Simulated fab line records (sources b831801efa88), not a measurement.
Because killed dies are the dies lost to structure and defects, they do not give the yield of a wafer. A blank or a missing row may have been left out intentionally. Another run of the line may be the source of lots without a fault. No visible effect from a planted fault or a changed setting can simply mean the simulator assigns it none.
Which tool was responsible? -- flow sky130 -- Sampling: 14 lots, 42 wafers, 5 of 708 route steps

== WHAT THE GAUGES READ, wafer by wafer ==
SKY_VT_ADJUST_HVTR_CD_MEAS_07 targets a cd of 380 nm. Usual: cd nm 380.5 nm, standard deviation 2.1.
lot,measured,on,cd nm (nm),flag
L676,day 9 08:58,cd sem-02,380.7 381.4 378.2,
L677,day 9 18:14,cd sem-02,377.9 378.0 374.8,
L678,day 9 22:54,cd sem-02,381.1 380.1 381.4,
L679,day 10 04:33,cd sem-02,383.5 381.8 382.8,
L685,day 12 06:48,cd sem-02,389.7 388.3 386.3,OFF
L687,day 12 18:08,cd sem-01,387.8 390.1 389.3,OFF
L691,day 13 22:47,cd sem-02,379.6 380.5 377.1,
L692,day 14 18:40,cd sem-02,382.9 377.0 380.5,
L694,day 15 04:13,cd sem-02,381.3 380.5 381.3,
L695,day 15 08:04,cd sem-02,378.4 380.2 379.6,
L696,day 15 11:56,cd sem-02,377.5 376.2 378.5,
L697,day 16 01:44,cd sem-02,381.7 382.5 381.2,
L698,day 16 06:23,cd sem-02,379.5 383.8 383.7,
L699,day 16 12:50,cd sem-01,382.6 381.7 382.0,

SKY_VIA1_THK_MEAS_01. Usual: VIA1_HDPCVD_THK 1027 nm, standard deviation 9.6.
lot,measured,on,VIA1_HDPCVD_THK (nm),flag
L676,day 32 16:21,film metro-01,1026 1024 1013,
L677,day 32 22:44,film metro-02,1036 1036 1035,
L678,day 33 11:44,film metro-02,1004 1030 1032,
L679,day 33 18:03,film metro-01,1034 1047 1045,
L685,day 35 10:15,film metro-04,1023 1023 1011,
L687,day 36 02:08,film metro-01,1014 1024 1017,
L691,day 37 07:19,film metro-01,1034 1036 1037,
L692,day 38 20:29,film metro-02,1018 1018 1013,
L694,day 38 21:50,film metro-02,1028 1033 1030,
L695,day 39 00:01,film metro-01,1035 1040 1031,
L696,day 39 01:06,film metro-02,1026 1023 1017,
L697,day 39 07:13,film metro-04,1020 1020 1013,
L698,day 39 10:56,film metro-04,1041 1036 1053,
L699,day 39 18:43,film metro-02,1030 1024 1020,

SKY_VIA2_THK_MEAS_23: measures by xrf. Usual: VIA2_W_THK 437 nm, standard deviation 9.4.
lot,measured,on,VIA2_W_THK (nm),flag
L676,day 36 04:16,film metro-03,446 421 439,
L677,day 36 11:18,film metro-02,432 427 441,
L678,day 36 22:05,film metro-04,451 430 447,
L679,day 37 04:09,film metro-03,432 436 440,
L685,day 38 21:08,film metro-03,436 434 431,
L687,day 39 10:28,film metro-03,443 434 462,
L691,day 40 15:02,film metro-02,434 450 450,
L692,day 42 01:26,film metro-03,435 447 430,
L694,day 42 03:23,film metro-02,426 425 424,
L695,day 42 04:55,film metro-04,431 430 434,
L696,day 42 08:09,film metro-02,443 429 426,
L697,day 42 12:21,film metro-03,423 439 426,
L698,day 42 17:05,film metro-03,445 442 425,
L699,day 42 22:43,film metro-03,437 429 451,

== WHAT TOOL EACH LOT RAN ON (gives the tool, then ch and the chambers of the sampled wafers, and finally the start) ==
lot,SKY_VT_ADJUST_HVTR_DEVELOP_06,SKY_VIA2_CVD_21
L676,"litho track-02 ch 0, day 9 08:49","cvd w-02 ch 0,1, day 36 04:01"
L677,"litho track-03 ch 0, day 9 18:05","cvd w-02 ch 0,1, day 36 11:02"
L678,"litho track-03 ch 0, day 9 22:46","cvd w-02 ch 0,1, day 36 21:52"
L679,"litho track-03 ch 0, day 10 04:25","cvd w-01 ch 0,1, day 37 03:55"
L685,"litho track-04 ch 0, day 12 06:39","cvd w-01 ch 0,1, day 38 20:53"
L687,"litho track-04 ch 0, day 12 18:00","cvd w-02 ch 0,1, day 39 10:14"
L691,"litho track-02 ch 0, day 13 22:34","cvd w-02 ch 0,1, day 40 14:47"
L692,"litho track-03 ch 0, day 14 18:31","cvd w-02 ch 0,1, day 42 01:11"
L694,"litho track-04 ch 0, day 15 04:05","cvd w-01 ch 0,1, day 42 03:09"
L695,"litho track-04 ch 0, day 15 07:56","cvd w-01 ch 0,1, day 42 04:40"
L696,"litho track-02 ch 0, day 15 11:40","cvd w-02 ch 0,1, day 42 07:54"
L697,"litho track-04 ch 0, day 16 01:36","cvd w-02 ch 0,1, day 42 12:08"
L698,"litho track-04 ch 0, day 16 06:14","cvd w-02 ch 0,1, day 42 16:51"
L699,"litho track-03 ch 0, day 16 12:41","cvd w-02 ch 0,1, day 42 22:27"
- SKY_VT_ADJUST_HVTR_DEVELOP_06: develop time 60 s.
- SKY_VIA2_CVD_21: deposits W, target thk 420 nm, time 126.4 s.

== WHAT THE TOOLS THEMSELVES READ (means of the sampled wafers that have a number; where no wafer has one, the mark that the record gives instead) ==
SKY_VIA2_CVD_21. Usual: heater power w 886 W, standard deviation 69.
lot,tool,heater power w (W),flag
L676,cvd w-02,887,
L677,cvd w-02,943,
L678,cvd w-02,885,
L679,cvd w-01,875,
L685,cvd w-01,818,
L687,cvd w-02,935,
L691,cvd w-02,878,
L692,cvd w-02,925,
L694,cvd w-01,841,
L695,cvd w-01,830,
L696,cvd w-02,928,
L697,cvd w-02,937,
L698,cvd w-02,882,
L699,cvd w-02,930,

== THE ANSWER, worked out from the rows above alone ==
Rule: a lot is off if the mean of its wafers that have a number lies more than 3 standard deviations from the usual mean. Also off: a lot with no number at a reading for which 4 or more lots have one. All remaining lots with rows at the step are treated as sound. First the gauges in route order, then the tools' own readings, where a lot's mean is used as printed above. The first step at which some lot is off is used, and at that step the reading that is off furthest; a lot without a number counts as furthest.
Off: L685, L687 (SKY_VT_ADJUST_HVTR_CD_MEAS_07, cd nm).
If a tool, at a process step before that reading, ran all the lots that are off and no sound lot after the first of them, it fits. The gauges at SKY_VT_ADJUST_HVTR_CD_MEAS_07 are tried like those tools. None of those tried fits.

== WHAT HAD BEEN PUT IN BY THE SIMULATOR ==
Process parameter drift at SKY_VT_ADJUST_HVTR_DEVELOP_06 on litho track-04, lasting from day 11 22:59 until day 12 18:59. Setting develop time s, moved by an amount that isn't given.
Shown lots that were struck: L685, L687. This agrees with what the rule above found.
